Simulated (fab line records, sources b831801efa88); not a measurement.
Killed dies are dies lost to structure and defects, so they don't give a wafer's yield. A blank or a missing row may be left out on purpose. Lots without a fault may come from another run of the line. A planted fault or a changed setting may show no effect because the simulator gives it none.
fab line records | flow sky130
record lots=13 wafers=39 last_day=50
route steps=708 shown VT_ADJUST_NCORE@126 POLY_GATE@227 LDD_HVN@275
lots that met no fault: from a run of the same line without faults
start_h: hours from the record's first day to the start of the lot's first wafer shown | wait_h: hours since the lot's step before | " the same as in the row above | L1.1+2: a row that stands for several wafers | - no value, or no start given | * or withheld: withheld | < > ~ a bound
route shown NAME@n: a module of which the file shows steps, and the number in the route of the first | usual: mean/standard deviation of fault-free wafers | same: alike in all rows | chamber/n: place in a boat | sites: the reading at each site | _std_site: their standard deviation | _edge_site: outer sites' mean less inner sites' | radius_mm: how far each site lies from the wafer's centre | mask NAME#n: copy n | behind: the tool/chamber that last shaped the wafer | hold: why the lot was held/for how many hours/how that ended | device: the transistor (n, p or np) that didn't switch | end of line: the same wafers' tests at the end of the route | a step without rows: its recipe alone | killed: dies lost to structure and defects at the first sort, not the wafer's yield | map: a wafer's dies, x killed, . not, _ none there
set.NAME: the setting as run; set.NAME@STEP: as run at that earlier step | model.NAME: the simulator's own value behind a step, which no gauge read
steps of the route over a sample of lots; a table a step, a row a wafer
services: from which hour (start_h, from the record's first day; less than 0 if before it) a tool's chamber was out of use, for how many hours, and why
## steps
# step SKY_VT_ADJUST_NCORE_CD_MEAS_07
# recipe target_cd_nm=380
# usual cd_nm=379.2/2.8
# columns lot.wafer tool chamber start_h wait_h cd_nm
L343.1 cd_sem-01 - 186.76 0.1 380.0
L343.3 " - " " 382.7
L343.6 " - " " 379.9
L345.1 cd_sem-01 - 210.87 0.1 375.4
L345.4 " - " " 376.0
L345.6 " - " " 374.8
L347.1 cd_sem-01 - 212.47 0.1 378.4
L347.3 " - " " 377.0
L347.6 " - " " 377.5
L348.1 cd_sem-02 - 229.41 0.1 377.7
L348.3 " - " " 379.4
L348.5 " - " " 376.6
L349.1 cd_sem-01 - 229.95 0.1 380.1
L349.2 " - " " 378.3
L349.6 " - " " 381.2
L352.2 cd_sem-02 - 251.19 0.1 385.5
L352.3 " - " " 385.6
L352.4 " - " " 384.8
L354.1 cd_sem-01 - 260.57 0.1 379.7
L354.2 " - " " 382.0
L354.3 " - " " 379.7
L360.2 cd_sem-02 - 307.08 0.2 377.5
L360.5 " - " " 378.5
L360.6 " - " " 378.7
L361.2 cd_sem-01 - 309.84 0.1 381.2
L361.3 " - " " 379.6
L361.4 " - " " 381.8
L362.3 cd_sem-01 - 321.41 0.1 378.5
L362.4 " - " " 378.1
L362.5 " - " " 378.7
L363.1 cd_sem-02 - 321.67 0.1 378.2
L363.4 " - " " 379.2
L363.5 " - " " 378.4
L365.2 cd_sem-02 - 338.08 0.1 379.3
L365.4 " - " " 381.5
L365.6 " - " " 380.8
L366.4 cd_sem-02 - 346.63 0.1 378.4
L366.5 " - " " 378.4
L366.6 " - " " 380.1
# step SKY_POLY_GATE_CD_MEAS_13
# recipe target_cd_nm=150
# usual cd_nm=149.6/1.3
# columns lot.wafer tool chamber start_h wait_h cd_nm
L343.1 cd_sem-02 - 372.37 - 150.5
L343.3 " - " " 150.3
L343.6 " - " " 150.2
L345.1 cd_sem-01 - 401.57 - 148.8
L345.4 " - " " 149.7
L345.6 " - " " 149.3
L347.1 cd_sem-02 - 408.64 - 149.4
L347.3 " - " " 150.0
L347.6 " - " " 149.9
L348.1 cd_sem-02 - 431.27 - 149.8
L348.3 " - " " 148.6
L348.5 " - " " 149.4
L349.1 cd_sem-02 - 432.54 - 150.1
L349.2 " - " " 149.2
L349.6 " - " " 148.7
L352.2 cd_sem-02 - 456.97 - 151.6
L352.3 " - " " 152.2
L352.4 " - " " 152.6
L354.1 cd_sem-02 - 470.05 - 147.5
L354.2 " - " " 146.7
L354.3 " - " " 146.9
L360.2 cd_sem-01 - 522.89 - 149.0
L360.5 " - " " 146.8
L360.6 " - " " 148.4
L361.2 cd_sem-02 - 526.82 - 147.3
L361.3 " - " " 148.1
L361.4 " - " " 146.8
L362.3 cd_sem-01 - 543.36 - 149.6
L362.4 " - " " 150.6
L362.5 " - " " 150.1
L363.1 cd_sem-02 - 543.48 - 151.8
L363.4 " - " " 152.6
L363.5 " - " " 151.4
L365.2 cd_sem-02 - 565.99 - 149.0
L365.4 " - " " 149.2
L365.6 " - " " 149.6
L366.4 cd_sem-01 - 572.56 - 150.0
L366.5 " - " " 149.5
L366.6 " - " " 150.1
# step SKY_POLY_GATE_ETCH_15
# recipe chemistry=N2/H2 target=BARC ion_energy_ev=200 source_w=500 bias_w=100 pressure_mtorr=30 n2_flow_sccm=100 h2_flow_sccm=200 stop_on=SiO2 time_s=118.5 target_depth_a=1100
# usual drypump_motor_current_A=5.7/0.34 oes_product_au=0.716/0.0047 throttle_valve_pct=13.212/0.0096
# same time_s=118.5
# columns lot.wafer tool chamber start_h wait_h drypump_motor_current_A oes_product_au rf_hours_counter_h throttle_valve_pct
L343.1 rie_diel-01 1 372.53 0.0 5.6 0.719 54 13.232
L343.3 " 0 " " 5.3 0.715 57 13.210
L343.6 " 3 " " 6.1 0.715 - 13.206
L345.1 rie_diel-04 2 401.73 0.0 5.1 0.718 62 13.226
L345.4 " 0 " " 6.0 0.718 14 13.216
L345.6 " 0 " " 6.0 0.715 - 13.217
L347.1 rie_diel-02 3 408.79 0.0 5.9 0.719 27 13.208
L347.3 " 2 " " 5.8 0.716 36 13.208
L347.6 " 0 " " 5.7 0.714 - 13.213
L348.1 rie_diel-04 0 431.43 0.0 6.1 0.709 14 13.204
L348.3 " 1 " " 5.9 0.718 44 13.221
L348.5 " 0 " " 6.1 0.722 - 13.211
L349.1 rie_diel-02 1 432.69 0.0 5.0 0.722 101 13.191
L349.2 " 3 " " 5.9 0.718 27 13.215
L349.6 " 1 " " 5.0 0.717 - 13.194
L352.2 rie_diel-02 0 457.11 0.0 5.7 0.714 52 13.218
L352.3 " 2 " " 5.8 0.718 37 13.201
L352.4 " 3 " " 5.9 0.713 - 13.222
L354.1 rie_diel-04 1 470.21 0.0 5.8 0.710 45 13.201
L354.2 " 2 " " 5.1 0.710 64 13.197
L354.3 " 0 " " 6.1 0.717 15 13.212
L360.2 rie_diel-01 0 523.03 0.0 5.3 0.719 60 13.198
L360.5 " 0 " " 5.3 0.713 - 13.225
L360.6 " 1 " " 5.6 0.723 - 13.214
L361.2 rie_diel-01 0 526.96 0.0 5.3 0.719 60 13.212
L361.3 " 1 " " 5.7 0.717 57 13.210
L361.4 " 3 " " 6.1 0.715 3 13.212
L362.3 rie_diel-01 1 543.48 0.0 5.6 0.722 58 13.215
L362.4 " 2 " " 5.8 0.713 14 13.221
L362.5 " 1 " " 5.7 0.717 - 13.209
L363.1 rie_diel-04 0 543.64 0.0 6.1 0.714 17 13.222
L363.4 " 1 " " 5.9 0.708 - 13.213
L363.5 " 0 " " 6.1 0.721 - 13.210
L365.2 rie_diel-02 3 566.12 0.0 5.8 0.722 30 13.214
L365.4 " 2 " " 5.8 0.714 38 13.210
L365.6 " 3 " " 5.9 0.712 - 13.213
L366.4 rie_diel-01 2 572.66 0.0 5.8 0.722 14 13.212
L366.5 " 2 " " 5.8 0.717 - 13.205
L366.6 " 1 " " 5.7 0.720 - 13.212
# step SKY_LDD_HVN_IMPLANT_08
# recipe species=P energy_kev=60 dose_cm2=3e+13 tilt_deg=40
# usual dose_ions_cm2=3e+13/3.7e+10
# columns lot.wafer tool chamber start_h wait_h dose_ions_cm2
L343.1 implanter-02 0 467.99 0.0 3.004e+13
L343.3 " 0 " " 3.003e+13
L343.6 " 0 " " 3.003e+13
L345.1 implanter-04 0 496.41 0.0 2.998e+13
L345.4 " 0 " " 3.005e+13
L345.6 " 0 " " 3.001e+13
L347.1 implanter-04 0 503.36 0.0 2.997e+13
L347.3 " 0 " " 2.995e+13
L347.6 " 0 " " 2.994e+13
L348.1 implanter-04 0 526.47 0.0 3.002e+13
L348.3 " 0 " " 3.007e+13
L348.5 " 0 " " 3.005e+13
L349.1 implanter-04 0 528.69 0.0 3.129e+13
L349.2 " 0 " " 3.131e+13
L349.6 " 0 " " 3.133e+13
L352.2 implanter-04 0 551.82 0.0 3.134e+13
L352.3 " 0 " " 3.133e+13
L352.4 " 0 " " 3.134e+13
L354.1 implanter-02 0 566.07 0.0 2.999e+13
L354.2 " 0 " " 2.998e+13
L354.3 " 0 " " 2.995e+13
L360.2 implanter-02 0 615.57 0.0 3.001e+13
L360.5 " 0 " " 2.999e+13
L360.6 " 0 " " 2.998e+13
L361.2 implanter-02 0 620.57 0.0 3e+13
L361.3 " 0 " " 3.003e+13
L361.4 " 0 " " 2.999e+13
L362.3 implanter-01 0 637.55 0.1 2.995e+13
L362.4 " 0 " " 2.997e+13
L362.5 " 0 " " 2.998e+13
L363.1 implanter-04 0 637.94 0.0 2.994e+13
L363.4 " 0 " " 2.997e+13
L363.5 " 0 " " 2.995e+13
L365.2 implanter-02 0 656.98 0.0 3.004e+13
L365.4 " 0 " " 3.005e+13
L365.6 " 0 " " 3.005e+13
L366.4 implanter-02 0 663.92 0.1 3.001e+13
L366.5 " 0 " " 3.003e+13
L366.6 " 0 " " 2.996e+13
## services
# columns tool chamber start_h hours kind
rie_diel-02 1 351.07 11.4 repair
rie_diel-01 2 356.76 5.1 repair
implanter-04 - 364.72 8.5 repair
rie_diel-04 2 397.48 1.8 repair
rie_diel-02 - 398.76 1.0 repair
rie_diel-01 2 402.60 3.8 repair
implanter-04 - 407.37 2.8 repair
rie_diel-04 - 424.86 1.3 repair
implanter-02 - 427.24 3.2 pm
implanter-04 - 427.66 2.7 repair
rie_diel-04 3 430.91 70.2 repair
rie_diel-01 1 484.38 2.0 repair
rie_diel-01 3 506.99 9.4 repair
implanter-04 - 507.27 3.5 repair
implanter-02 - 522.49 0.6 repair
implanter-02 - 528.30 3.2 repair
implanter-04 - 541.09 4.4 pm
implanter-02 - 566.53 3.8 repair
rie_diel-01 0 570.26 1.4 repair
rie_diel-01 1 597.39 29.0 repair
rie_diel-01 0 597.95 1.8 repair
rie_diel-01 2 604.12 3.0 repair
rie_diel-01 2 641.40 8.6 repair
implanter-04 - 651.84 1.7 repair
## key
first_sign step=SKY_LDD_HVN_IMPLANT_08 reading=dose_ions_cm2 direction=up sigmas=36 usual=* struck=*
effect none on later readings
met_at SKY_LDD_HVN_IMPLANT_08
struck_lots L349,L352
tester_left_out L349,L352
not_acting_at SKY_VT_ADJUST_NCORE_CD_MEAS_07,SKY_POLY_GATE_CD_MEAS_13,SKY_POLY_GATE_ETCH_15
onset_between 526.47 528.69
fault kind=process_parameter_drift tool=implanter-04 chamber=- onset_h=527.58 steps=SKY_LDD_HVN_IMPLANT_08 channel=dose_cm2 offset=* shape=step end_h=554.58 acts_in=* stated=*
# tester_left_out: of these lots the tester's yield and bins aren't shown, on N5 and GAA mostly nor the transistor test; their killed dies are dies lost to structure and defects alone, not to doping, threshold or leakage, so they don't give the yield
